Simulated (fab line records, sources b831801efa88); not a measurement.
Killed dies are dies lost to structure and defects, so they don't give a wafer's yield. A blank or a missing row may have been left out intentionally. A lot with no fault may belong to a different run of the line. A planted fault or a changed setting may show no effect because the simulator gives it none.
fab line records ; flow gf180mcu
record: lots: 14; wafers: 42; lastDay: 34
route steps=602 shown VT_IMPLANT@100 POLY_GATE@158 HV_LDD@212
lots that met no fault: taken from a fault-free run of the same line
startH: hours from the record's first day to the start of the lot's first wafer shown ; waitH: hours since the lot's step before ; " unchanged from the row above ; L1.1+2: one row covering several wafers at once ; - either no value or no given start ; * or withheld: withheld ; < > ~ a bound
route shown NAME@n: a module of which the file shows steps, and the number in the route of the first ; usual: mean/standard deviation taken from wafers without a fault ; same: alike in all rows ; chamber/n: place in a boat ; sites: readings site by site ; _std_site: standard deviation across them ; _edge_site: mean of outer sites minus mean of inner sites ; radiusMm: how far each site lies from the wafer's centre ; mask NAME#n: copy n ; behind: the most recent tool/chamber to have shaped the wafer ; hold: what put the lot on hold/how long, in hours/how the hold closed ; device: whichever transistor did not switch (one of n, p or np) ; end of line: tests of these same wafers at the route's end ; where a step has no rows: the recipe by itself ; killed: the dies lost at the first sort to structure and to defects; this is not the yield of the wafer ; map: a wafer's dies, marking killed ones x, the rest . and places with no die _
set.NAME: the run value of the setting; set.NAME@STEP: its run value at that earlier step ; model.NAME: the simulator's own value behind a step, which no gauge read
route steps across a sampled set of lots; one table per step, one row per wafer
services: the hour from which a tool's chamber was out of use, counted from the record's first day as startH (under 0 if before that day), plus the number of hours and why
== steps ==
step: GF_VT_IMPLANT_TW_MEAS_10
usual: VT_IMPLANT_TW: 562/3.9
lot.wafer;tool;chamber;startH;waitH;VT_IMPLANT_TW
L802.2;filmMetro-01;-;107.83;0.1;561
L802.3;filmMetro-01;-;107.83;0.1;561
L802.5;filmMetro-01;-;107.83;0.1;562
L803.1;filmMetro-04;-;114.72;0.1;566
L803.4;filmMetro-04;-;114.72;0.1;565
L803.6;filmMetro-04;-;114.72;0.1;568
L805.1;filmMetro-03;-;125.31;0.1;561
L805.2;filmMetro-03;-;125.31;0.1;562
L805.4;filmMetro-03;-;125.31;0.1;561
L806.1;filmMetro-01;-;133.36;0.1;562
L806.5;filmMetro-01;-;133.36;0.1;566
L806.6;filmMetro-01;-;133.36;0.1;563
L808.1;filmMetro-03;-;143.37;0.1;558
L808.3;filmMetro-03;-;143.37;0.1;561
L808.5;filmMetro-03;-;143.37;0.1;559
L809.2;filmMetro-01;-;158.68;0.1;557
L809.5;filmMetro-01;-;158.68;0.1;557
L809.6;filmMetro-01;-;158.68;0.1;556
L811.1;filmMetro-04;-;165.01;0.1;565
L811.4;filmMetro-04;-;165.01;0.1;565
L811.5;filmMetro-04;-;165.01;0.1;564
L812.1;filmMetro-03;-;184.66;0.1;563
L812.2;filmMetro-03;-;184.66;0.1;563
L812.4;filmMetro-03;-;184.66;0.1;565
L813.1;filmMetro-03;-;194.45;0.1;561
L813.2;filmMetro-03;-;194.45;0.1;563
L813.6;filmMetro-03;-;194.45;0.1;563
L819.2;filmMetro-03;-;219.62;0.1;565
L819.5;filmMetro-03;-;219.62;0.1;567
L819.6;filmMetro-03;-;219.62;0.1;568
L821.1;filmMetro-01;-;235.75;0.1;562
L821.3;filmMetro-01;-;235.75;0.1;560
L821.4;filmMetro-01;-;235.75;0.1;561
L823.1;filmMetro-03;-;243.66;0.1;566
L823.4;filmMetro-03;-;243.66;0.1;568
L823.6;filmMetro-03;-;243.66;0.1;567
L824.2;filmMetro-03;-;247.91;0.1;567
L824.4;filmMetro-03;-;247.91;0.1;569
L824.6;filmMetro-03;-;247.91;0.1;567
L825.3;filmMetro-01;-;252.17;0.1;554
L825.5;filmMetro-01;-;252.17;0.1;556
L825.6;filmMetro-01;-;252.17;0.1;553
step: GF_VT_IMPLANT_TW_MEAS_43
usual: VT_IMPLANT_4_TW: 688/5
lot.wafer;tool;chamber;startH;waitH;VT_IMPLANT_4_TW
L802.2;filmMetro-04;-;151.91;0.1;695
L802.3;filmMetro-04;-;151.91;0.1;691
L802.5;filmMetro-04;-;151.91;0.1;694
L803.1;filmMetro-03;-;159.46;0.1;693
L803.4;filmMetro-03;-;159.46;0.1;692
L803.6;filmMetro-03;-;159.46;0.1;687
L805.1;filmMetro-01;-;171.21;0.1;686
L805.2;filmMetro-01;-;171.21;0.1;681
L805.4;filmMetro-01;-;171.21;0.1;684
L806.1;filmMetro-04;-;180.11;0.1;696
L806.5;filmMetro-04;-;180.11;0.1;697
L806.6;filmMetro-04;-;180.11;0.1;697
L808.1;filmMetro-04;-;192.11;0.1;691
L808.3;filmMetro-04;-;192.11;0.1;690
L808.5;filmMetro-04;-;192.11;0.1;691
L809.2;filmMetro-04;-;209.22;0.1;688
L809.5;filmMetro-04;-;209.22;0.1;689
L809.6;filmMetro-04;-;209.22;0.1;687
L811.1;filmMetro-03;-;216.11;0.1;699
L811.4;filmMetro-03;-;216.11;0.1;692
L811.5;filmMetro-03;-;216.11;0.1;695
L812.1;filmMetro-01;-;236.76;0.1;685
L812.2;filmMetro-01;-;236.76;0.1;686
L812.4;filmMetro-01;-;236.76;0.1;689
L813.1;filmMetro-04;-;248.01;0.1;690
L813.2;filmMetro-04;-;248.01;0.1;692
L813.6;filmMetro-04;-;248.01;0.1;685
L819.2;filmMetro-01;-;274.06;0.1;686
L819.5;filmMetro-01;-;274.06;0.1;683
L819.6;filmMetro-01;-;274.06;0.1;687
L821.1;filmMetro-04;-;292.61;0.1;688
L821.3;filmMetro-04;-;292.61;0.1;692
L821.4;filmMetro-04;-;292.61;0.1;692
L823.1;filmMetro-01;-;301.76;0.1;685
L823.4;filmMetro-01;-;301.76;0.1;682
L823.6;filmMetro-01;-;301.76;0.1;682
L824.2;filmMetro-01;-;305.31;0.1;683
L824.4;filmMetro-01;-;305.31;0.1;680
L824.6;filmMetro-01;-;305.31;0.1;684
L825.3;filmMetro-04;-;311.52;0.1;688
L825.5;filmMetro-04;-;311.52;0.1;686
L825.6;filmMetro-04;-;311.52;0.1;685
step: GF_POLY_GATE_THK_MEAS_01
recipe: reads: poly-Si_of_POLY_GATE_CVD_00
usual: POLY_GATE_CVD_00_THK: 200.3/1.6
lot.wafer;tool;chamber;startH;waitH;POLY_GATE_CVD_00_THK[nm]
L802.2;filmMetro-01;-;175.08;0.0;201.4
L802.3;filmMetro-01;-;175.08;0.0;202.1
L802.5;filmMetro-01;-;175.08;0.0;203.3
L803.1;filmMetro-04;-;182.41;0.0;199.4
L803.4;filmMetro-04;-;182.41;0.0;199.5
L803.6;filmMetro-04;-;182.41;0.0;200.4
L805.1;filmMetro-04;-;194.40;0.0;199.9
L805.2;filmMetro-04;-;194.40;0.0;198.4
L805.4;filmMetro-04;-;194.40;0.0;201.7
L806.1;filmMetro-01;-;204.96;0.0;202.0
L806.5;filmMetro-01;-;204.96;0.0;201.8
L806.6;filmMetro-01;-;204.96;0.0;200.4
L808.1;filmMetro-01;-;219.67;0.0;201.4
L808.3;filmMetro-01;-;219.67;0.0;200.7
L808.5;filmMetro-01;-;219.67;0.0;201.5
L809.2;filmMetro-02;-;232.56;0.0;199.7
L809.5;filmMetro-02;-;232.56;0.0;198.0
L809.6;filmMetro-02;-;232.56;0.0;199.8
L811.1;filmMetro-02;-;241.98;0.0;201.0
L811.4;filmMetro-02;-;241.98;0.0;199.8
L811.5;filmMetro-02;-;241.98;0.0;198.7
L812.1;filmMetro-01;-;260.69;0.0;199.2
L812.2;filmMetro-01;-;260.69;0.0;199.2
L812.4;filmMetro-01;-;260.69;0.0;198.5
L813.1;filmMetro-01;-;272.45;0.0;200.5
L813.2;filmMetro-01;-;272.45;0.0;201.6
L813.6;filmMetro-01;-;272.45;0.0;200.1
L819.2;filmMetro-02;-;301.65;0.0;202.1
L819.5;filmMetro-02;-;301.65;0.0;200.0
L819.6;filmMetro-02;-;301.65;0.0;199.7
L821.1;filmMetro-02;-;321.27;0.0;199.5
L821.3;filmMetro-02;-;321.27;0.0;199.8
L821.4;filmMetro-02;-;321.27;0.0;200.8
L823.1;filmMetro-04;-;327.69;0.0;201.3
L823.4;filmMetro-04;-;327.69;0.0;201.4
L823.6;filmMetro-04;-;327.69;0.0;202.2
L824.2;filmMetro-04;-;332.89;0.0;199.5
L824.4;filmMetro-04;-;332.89;0.0;199.6
L824.6;filmMetro-04;-;332.89;0.0;200.8
L825.3;filmMetro-04;-;338.78;0.0;200.8
L825.5;filmMetro-04;-;338.78;0.0;202.6
L825.6;filmMetro-04;-;338.78;0.0;200.7
step: GF_HV_LDD_IMPLANT_36
recipe: species: P; energyKev: 60; doseCm2: 7.5e+12; tiltDeg: 30; rotationDeg: 270
usual: tiltDeg: 29.998/0.02
lot.wafer;tool;chamber;startH;waitH;tiltDeg
L802.2;implanter-01;0;247.94;0.1;29.962
L802.3;implanter-01;0;247.94;0.1;30.004
L802.5;implanter-01;0;247.94;0.1;30.001
L803.1;implanter-01;0;255.62;0.1;29.981
L803.4;implanter-01;0;255.62;0.1;29.984
L803.6;implanter-01;0;255.62;0.1;29.975
L805.1;implanter-03;0;271.22;0.1;30.008
L805.2;implanter-03;0;271.22;0.1;29.993
L805.4;implanter-03;0;271.22;0.1;29.981
L806.1;implanter-01;0;281.19;0.1;30.003
L806.5;implanter-01;0;281.19;0.1;29.982
L806.6;implanter-01;0;281.19;0.1;29.982
L808.1;implanter-01;0;296.67;0.1;29.980
L808.3;implanter-01;0;296.67;0.1;30.009
L808.5;implanter-01;0;296.67;0.1;29.983
L809.2;implanter-01;0;313.37;0.1;30.009
L809.5;implanter-01;0;313.37;0.1;29.996
L809.6;implanter-01;0;313.37;0.1;29.998
L811.1;implanter-01;0;322.89;0.1;30.031
L811.4;implanter-01;0;322.89;0.1;29.968
L811.5;implanter-01;0;322.89;0.1;29.987
L812.1;implanter-03;0;346.89;0.1;30.007
L812.2;implanter-03;0;346.89;0.1;29.987
L812.4;implanter-03;0;346.89;0.1;29.957
L813.1;implanter-03;0;357.99;0.1;30.010
L813.2;implanter-03;0;357.99;0.1;30.016
L813.6;implanter-03;0;357.99;0.1;30.031
L819.2;implanter-01;0;391.14;0.1;31.483
L819.5;implanter-01;0;391.14;0.1;31.478
L819.6;implanter-01;0;391.14;0.1;31.494
L821.1;implanter-01;0;412.32;0.1;31.497
L821.3;implanter-01;0;412.32;0.1;31.523
L821.4;implanter-01;0;412.32;0.1;31.529
L823.1;implanter-02;0;419.84;0.1;30.016
L823.4;implanter-02;0;419.84;0.1;30.007
L823.6;implanter-02;0;419.84;0.1;30.000
L824.2;implanter-03;0;425.15;0.1;30.005
L824.4;implanter-03;0;425.15;0.1;29.992
L824.6;implanter-03;0;425.15;0.1;30.011
L825.3;implanter-03;0;433.42;0.1;30.008
L825.5;implanter-03;0;433.42;0.1;29.993
L825.6;implanter-03;0;433.42;0.1;29.995
step: GF_HV_LDD_RS_MEAS_53
recipe: thkMeasGauge: four-point-probe
usual: HV_LDD_RS: 418.4/0.87
lot.wafer;tool;chamber;startH;waitH;HV_LDD_RS[ohm/sq]
L802.2;filmMetro-02;-;266.94;0.1;418.5
L802.3;filmMetro-02;-;266.94;0.1;417.2
L802.5;filmMetro-02;-;266.94;0.1;419.0
L803.1;filmMetro-04;-;275.06;0.1;418.4
L803.4;filmMetro-04;-;275.06;0.1;419.5
L803.6;filmMetro-04;-;275.06;0.1;419.6
L805.1;filmMetro-04;-;291.62;0.1;418.1
L805.2;filmMetro-04;-;291.62;0.1;417.3
L805.4;filmMetro-04;-;291.62;0.1;416.8
L806.1;filmMetro-04;-;301.62;0.1;416.8
L806.5;filmMetro-04;-;301.62;0.1;417.3
L806.6;filmMetro-04;-;301.62;0.1;417.0
L808.1;filmMetro-04;-;317.04;0.1;418.2
L808.3;filmMetro-04;-;317.04;0.1;417.2
L808.5;filmMetro-04;-;317.04;0.1;418.8
L809.2;filmMetro-03;-;334.86;0.1;418.1
L809.5;filmMetro-03;-;334.86;0.1;418.1
L809.6;filmMetro-03;-;334.86;0.1;416.9
L811.1;filmMetro-03;-;343.69;0.1;417.7
L811.4;filmMetro-03;-;343.69;0.1;418.5
L811.5;filmMetro-03;-;343.69;0.1;418.6
L812.1;filmMetro-02;-;369.65;0.1;418.6
L812.2;filmMetro-02;-;369.65;0.1;418.7
L812.4;filmMetro-02;-;369.65;0.1;419.2
L813.1;filmMetro-04;-;380.95;0.1;417.4
L813.2;filmMetro-04;-;380.95;0.1;417.1
L813.6;filmMetro-04;-;380.95;0.1;417.6
L819.2;filmMetro-02;-;415.34;0.1;-
L819.5;filmMetro-02;-;415.34;0.1;-
L819.6;filmMetro-02;-;415.34;0.1;-
L821.1;filmMetro-04;-;436.36;0.1;-
L821.3;filmMetro-04;-;436.36;0.1;-
L821.4;filmMetro-04;-;436.36;0.1;-
L823.1;filmMetro-04;-;444.90;0.1;418.1
L823.4;filmMetro-04;-;444.90;0.1;418.1
L823.6;filmMetro-04;-;444.90;0.1;419.4
L824.2;filmMetro-04;-;450.73;0.1;418.7
L824.4;filmMetro-04;-;450.73;0.1;419.1
L824.6;filmMetro-04;-;450.73;0.1;419.1
L825.3;filmMetro-04;-;457.94;0.1;419.5
L825.5;filmMetro-04;-;457.94;0.1;419.8
L825.6;filmMetro-04;-;457.94;0.1;419.2
== services ==
tool;chamber;startH;hours;kind
implanter-02;-;285.48;1.2;repair
implanter-02;-;298.81;0.6;repair
implanter-01;-;301.13;2.6;repair
implanter-03;-;309.31;2.2;repair
implanter-02;-;324.07;12.5;repair
implanter-02;-;353.08;2.9;repair
== key ==
firstSign: step: GF_HV_LDD_IMPLANT_36; reading: tiltDeg; direction: up; sigmas: 74; usual: 29.998; struck: 31.501
effect: step: GF_HV_LDD_RS_MEAS_53; reading: HV_LDD_RS; direction: missing
metAt GF_HV_LDD_IMPLANT_36
struckLots L819,L821
testerLeftOut L819,L821
notActingAt GF_VT_IMPLANT_TW_MEAS_10,GF_VT_IMPLANT_TW_MEAS_43,GF_POLY_GATE_THK_MEAS_01
onsetBetween 322.89 391.14
fault: kind: processParameterDrift; tool: implanter-01; chamber: -; onsetH: 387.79; steps: GF_HV_LDD_IMPLANT_36; channel: tiltDeg; offset: 1.4956; shape: step; endH: 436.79; actsIn: theseRecipesOnly; stated: 30
testerLeftOut: of these lots the tester's yield and bins aren't shown, on N5 and GAA mostly nor the transistor test; their killed dies are dies lost to structure and defects alone, not to doping, threshold or leakage, so they don't give the yield
